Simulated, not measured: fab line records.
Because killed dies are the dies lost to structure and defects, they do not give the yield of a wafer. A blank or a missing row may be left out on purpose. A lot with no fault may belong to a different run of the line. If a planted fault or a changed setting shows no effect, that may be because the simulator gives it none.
The tool behind it: which one?	flow sky130	12 lots, 36 wafers sampled, at 5 steps of a route of 708

WHAT THE GAUGES SHOWED, per wafer
SKY_METAL2_OVL_MEAS_16. Usual: METAL2_OVL typically reads -3 nm, with standard deviation 7.2.
lot	measured	on	METAL2_OVL (nm)	flag
L737	day 36 01:11	overlay-02	-1 -8 3	
L738	day 36 08:50	overlay-02	-4 9 2	
L740	day 37 02:46	overlay-02	3 3 4	
L741	day 37 12:02	overlay-02	2 -6 5	
L743	day 37 22:09	overlay-01	-6 -3 -11	
L746	day 38 20:31	overlay-02	12 0 -5	
L748	day 39 15:08	overlay-02	-8 -12 -7	
L749	day 39 17:43	overlay-01	-2 -9 -13	
L750	day 40 06:10	overlay-01	-7 -5 -10	
L751	day 40 08:43	overlay-02	-9 -10 -10	
L753	day 40 16:59	overlay-02	-10 -17 -9	
L760	day 42 22:34	overlay-01	9 2 6	

SKY_VIA2_THK_MEAS_01. Usual: VIA2_HDPCVD_THK typically reads 1176 nm, with standard deviation 11.
lot	measured	on	VIA2_HDPCVD_THK (nm)	flag
L737	day 36 02:08	film metro-02	1169 1170 1176	
L738	day 36 09:47	film metro-01	1180 1169 1155	
L740	day 37 03:44	film metro-04	1178 1179 1196	
L741	day 37 13:02	film metro-04	1150 1175 1155	
L743	day 37 23:08	film metro-02	1178 1186 1186	
L746	day 38 21:27	film metro-01	1177 1188 1179	
L748	day 39 16:06	film metro-02	1184 1171 1178	
L749	day 39 18:41	film metro-02	1782 1781 1773	OFF
L750	day 40 07:13	film metro-01	1173 1177 1172	
L751	day 40 09:42	film metro-02	1766 1764 1773	OFF
L753	day 40 18:16	film metro-01	1164 1169 1175	
L760	day 42 23:30	film metro-04	1182 1185 1169	

SKY_VIA2_OVL_MEAS_13. Usual: VIA2_OVL typically reads 2 nm, with standard deviation 5.
lot	measured	on	VIA2_OVL (nm)	flag
L737	day 37 05:11	overlay-01	9 4 2	
L738	day 37 12:45	overlay-02	1 7 2	
L740	day 38 06:14	overlay-01	13 5 6	
L741	day 38 15:44	overlay-01	8 -2 -9	
L743	day 39 01:35	overlay-01	13 -1 1	
L746	day 39 23:38	overlay-01	-6 2 -8	
L748	day 40 17:52	overlay-02	2 -2 6	
L749	day 40 19:55	overlay-01	2 10 2	
L750	day 41 08:12	overlay-02	-1 2 -3	
L751	day 41 10:38	overlay-02	-6 7 1	
L753	day 41 19:52	overlay-01	1 -4 0	
L760	day 43 23:04	overlay-02	-13 -9 -6	

EACH LOT AND THE TOOL THAT RAN IT (in order: tool; ch and the chambers of the sampled wafers; start)
lot	SKY_VIA1_ETCH_14	SKY_VIA2_HDPCVD_00
L737	rie diel-04 ch 0,1,3, day 34 20:52	hdpcvd-01 ch 1,2, day 36 01:59
L738	rie diel-04 ch 0,3, day 35 03:55	hdpcvd-02 ch 0,1,2, day 36 09:38
L740	rie diel-04 ch 0,1,2, day 35 22:11	hdpcvd-01 ch 1,2, day 37 03:36
L741	rie diel-03 ch 0,1,3, day 36 07:34	hdpcvd-01 ch 0,2, day 37 12:53
L743	rie diel-03 ch 0,3, day 36 18:34	hdpcvd-02 ch 0,1,2, day 37 23:02
L746	rie diel-03 ch 0,1,2, day 37 16:25	hdpcvd-02 ch 0,2, day 38 21:19
L748	rie diel-04 ch 2,3, day 38 12:44	hdpcvd-01 ch 0,1, day 39 15:58
L749	rie diel-03 ch 0,1,3, day 38 14:52	hdpcvd-01 ch 0,2, day 39 18:33
L750	rie diel-04 ch 1,2,3, day 39 03:43	hdpcvd-02 ch 1,2, day 40 07:01
L751	rie diel-03 ch 0,1, day 39 05:48	hdpcvd-01 ch 0,2, day 40 09:34
L753	rie diel-03 ch 1,3, day 39 15:07	hdpcvd-02 ch 0,1, day 40 18:08
L760	rie diel-04 ch 0,2,3, day 41 20:58	hdpcvd-02 ch 1,2, day 42 23:22
- SKY_VIA1_ETCH_14: etches BARC in N2/H2, stops on SiO2, time 45.9 s, target depth 60 nm.
- SKY_VIA2_HDPCVD_00: deposits SiO2, target thk 1180 nm, time 196.7 s.

WHAT THE TOOLS THEMSELVES READ (means of the sampled wafers that have a number; where no wafer has one, the mark that the record gives instead)
SKY_VIA1_ETCH_14. Usual: drypump motor current A 5.9 A, standard deviation 0.39; oes product au 0.854 a.u., standard deviation 0.0047; throttle valve pct 13.226 %, standard deviation 0.0086.
lot	tool	drypump motor current A (A)	oes product au (a.u.)	throttle valve pct (%)	flag
L737	rie diel-04	5.9	0.857	13.220	
L738	rie diel-04	5.5	0.857	13.230	
L740	rie diel-04	5.8	0.853	13.228	
L741	rie diel-03	5.9	0.856	13.230	
L743	rie diel-03	5.7	0.860	13.221	
L746	rie diel-03	6.1	0.858	13.218	
L748	rie diel-04	5.8	0.853	13.222	
L749	rie diel-03	5.8	0.855	13.225	
L750	rie diel-04	6.0	0.859	13.230	
L751	rie diel-03	6.1	0.853	13.227	
L753	rie diel-03	6.0	0.858	13.214	
L760	rie diel-04	5.7	0.850	13.228	

SKY_VIA2_HDPCVD_00. Usual: 60.03 sccm for sih4 flow sccm, sd 0.18.
lot	tool	sih4 flow sccm (sccm)	flag
L737	hdpcvd-01	60.03	
L738	hdpcvd-02	60.15	
L740	hdpcvd-01	60.19	
L741	hdpcvd-01	59.91	
L743	hdpcvd-02	60.05	
L746	hdpcvd-02	59.95	
L748	hdpcvd-01	60.00	
L749	hdpcvd-01	90.04	OFF
L750	hdpcvd-02	60.08	
L751	hdpcvd-01	89.99	OFF
L753	hdpcvd-02	60.11	
L760	hdpcvd-02	60.13	

THE ANSWER, worked out from the rows above alone
Rule: a lot is off if the mean of its wafers that have a number lies more than 3 standard deviations from the usual mean. Also off: a lot with no number at a reading for which 4 or more lots have one. The other lots that the step has rows for count as sound. First the gauges in route order, then the tools' own readings, where a lot's mean is used as printed above. At the first step where some lot is off, the reading lying furthest off is the one used; lots without a number count as furthest.
Off: at SKY_VIA2_THK_MEAS_01 (VIA2_HDPCVD_THK), L749, L751.
A tool fits if, at a process step before that reading, it ran every lot that is off, and no sound lot after the first of them. The gauges at SKY_VIA2_THK_MEAS_01 aren't tried: what is off there is off at SKY_VIA2_HDPCVD_00 too, on other tools, and a gauge's error can't cause that. One candidate fits, namely hdpcvd-01 at SKY_VIA2_HDPCVD_00. A fault onset in the window from L748 (day 39 15:58, its last sound lot) to L749 (day 39 18:33, its first lot off) fits.
The tool's own readings at SKY_VIA2_HDPCVD_00 bear it out: on the lots that are off they differ by more than 5 times the standard deviation of the sound lots' means. sih4 flow sccm reads 90.02 sccm there against 60.06 sccm on the sound lots.

WHAT THE SIMULATOR PUT IN
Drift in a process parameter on hdpcvd-01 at SKY_VIA2_HDPCVD_00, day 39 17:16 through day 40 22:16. A move of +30 in setting sih4 flow sccm, from 60. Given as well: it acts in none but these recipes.
Struck lots among those shown: L749, L751. The rule given above showed the same thing.
